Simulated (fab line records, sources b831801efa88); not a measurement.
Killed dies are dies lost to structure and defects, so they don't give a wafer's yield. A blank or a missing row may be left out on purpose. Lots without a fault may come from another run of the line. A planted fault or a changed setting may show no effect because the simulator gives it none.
One fault seen from 2 desks | flow gf180mcu | each desk has only its own numbers; what lay behind them comes last

THE METROLOGY DESK
What the gauges read, lot by lot, whatever tool the lot ran on: means of the sampled wafers that have a number. A lot is out of limits, marked OUT, if its mean lies more than 4 standard deviations from the usual mean; the brackets give that distance.
Columns: A = V5_W_RS at GF_V5_RS_MEAS_24, usual 0.326 ohm/sq; B = V5_W_THK at GF_V5_THK_MEAS_25, usual 349 nm
lot  | first seen here | A               | B
L870 | day 26 23:58    | 0.323           | 351
L871 | day 27 08:19    | 0.327           | 347
L872 | day 27 14:59    | 0.325           | 360
L875 | day 28 14:29    | 0.326           | 345
L876 | day 28 23:08    | 0.327           | 344
L877 | day 29 18:29    | 0.327           | 353
L879 | day 30 06:42    | 0.332           | 341
L880 | day 31 00:03    | 0.327           | 347
L881 | day 31 05:59    | 0.329           | 343
L883 | day 31 17:40    | 0.431 (+28) OUT | 293 (-10) OUT
L882 | day 31 18:23    | 0.436 (+30) OUT | 289 (-11) OUT
This desk's finding: out of limits on L882, L883; first on L883, day 31 17:40 (V5_W_RS at GF_V5_RS_MEAS_24). In limits: L870, L871, L872, L875, L876, L877, L879, L880, L881.

THE TOOL OWNER'S DESK: cvd_w-02
The tool's own readings at GF_V5_CVD_23 (deposits W, target thk 350 nm, time 104.9 s): means of the sampled wafers that have a number, for each lot that ran on this tool. A lot is out of limits, marked OUT, if its mean lies more than 4 standard deviations from the usual mean; the brackets give that distance.
Columns: A = heater_power_w at GF_V5_CVD_23, usual 951 W
lot  | first seen here | A
L870 | day 26 23:49    | 963
L871 | day 27 08:12    | 966
L872 | day 27 14:51    | 953
L875 | day 28 14:21    | 973
L876 | day 28 23:01    | 969
L877 | day 29 18:22    | 970
L880 | day 30 23:55    | 983
L881 | day 31 05:51    | 982
L883 | day 31 17:34    | 954
L882 | day 31 18:15    | 951
This desk's finding: nothing out of limits on any of the 10 lots.

PUT TOGETHER
The metrology desk could have raised an alarm at day 31 17:40, on L882, L883.
The tool owner's desk saw nothing out of limits.
The tool owner's desk has L882, L883 on record, within its limits.
Of the lots named, all ran GF_V5_CVD_23 on cvd_w-02.

WHAT THE SIMULATOR HAD PUT IN
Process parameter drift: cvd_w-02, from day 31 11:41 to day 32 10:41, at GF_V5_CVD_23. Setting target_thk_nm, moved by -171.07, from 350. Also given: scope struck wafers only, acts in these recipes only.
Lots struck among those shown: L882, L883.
Hours from the fault's start to each desk's first reading out of limits: the metrology desk, 6.
